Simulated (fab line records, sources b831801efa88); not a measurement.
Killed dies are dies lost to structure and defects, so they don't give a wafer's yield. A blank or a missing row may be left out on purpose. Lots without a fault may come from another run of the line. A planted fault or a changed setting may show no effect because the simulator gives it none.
One fault seen from 2 desks | flow sky130 | each desk has only its own numbers; what lay behind them comes last

THE METROLOGY DESK
What the gauges read, lot by lot, whatever tool the lot ran on: means of the sampled wafers that have a number. A lot is out of limits, marked OUT, if its mean lies more than 4 standard deviations from the usual mean; the brackets give that distance.
Columns: A = VIA4_BOW at SKY_VIA4_BOW_MEAS_03, usual 83 um
lot  | first seen here | A
L586 | day 43 00:20    | 89
L588 | day 43 04:56    | 84
L590 | day 43 15:09    | 79
L589 | day 43 16:12    | 92
L591 | day 44 05:56    | 74
L593 | day 44 18:55    | 84
L597 | day 45 09:14    | 90
L600 | day 46 17:03    | 81
L607 | day 48 06:55    | 88
L606 | day 48 09:14    | 77
L608 | day 48 13:54    | 82
L609 | day 48 19:14    | 86
This desk's finding: nothing out of limits on any of the 12 lots.

THE TOOL OWNER'S DESK: furnace-01
The tool's own readings at SKY_GATE_OXIDE_OXIDATION_01 (stabilise 600 s, purge 300 s, target thk 10.268 nm): means of the sampled wafers that have a number, for each lot that ran on this tool. A lot is out of limits, marked OUT, if its mean lies more than 4 standard deviations from the usual mean; the brackets give that distance.
Columns: A = zone_power_centre_pct at SKY_GATE_OXIDE_OXIDATION_01, usual 17.2 %; B = zone_power_top_pct at SKY_GATE_OXIDE_OXIDATION_01, usual 28.6 %; C = zone_power_upper_pct at SKY_GATE_OXIDE_OXIDATION_01, usual 19.3 %
lot  | first seen here | A    | B    | C
L589 | day 14 08:58    | 18.6 | 28.1 | 20.1
L590 | day 14 08:58    | 18.8 | 28.2 | 20.1
L591 | day 15 07:20    | 18.5 | 28.4 | 20.1
L593 | day 15 20:38    | 18.7 | 28.6 | 20.1
L597 | day 16 17:24    | 18.6 | 28.1 | 20.2
L600 | day 17 22:58    | 18.6 | 28.4 | 20.0
L607 | day 20 11:23    | 18.5 | 28.3 | 20.1
L608 | day 20 22:56    | 18.8 | 28.4 | 20.2
L609 | day 21 08:27    | 18.8 | 28.5 | 20.2
This desk's finding: nothing out of limits on any of the 9 lots.

PUT TOGETHER
The metrology desk saw nothing out of limits.
The tool owner's desk saw nothing out of limits.

WHAT THE SIMULATOR HAD PUT IN
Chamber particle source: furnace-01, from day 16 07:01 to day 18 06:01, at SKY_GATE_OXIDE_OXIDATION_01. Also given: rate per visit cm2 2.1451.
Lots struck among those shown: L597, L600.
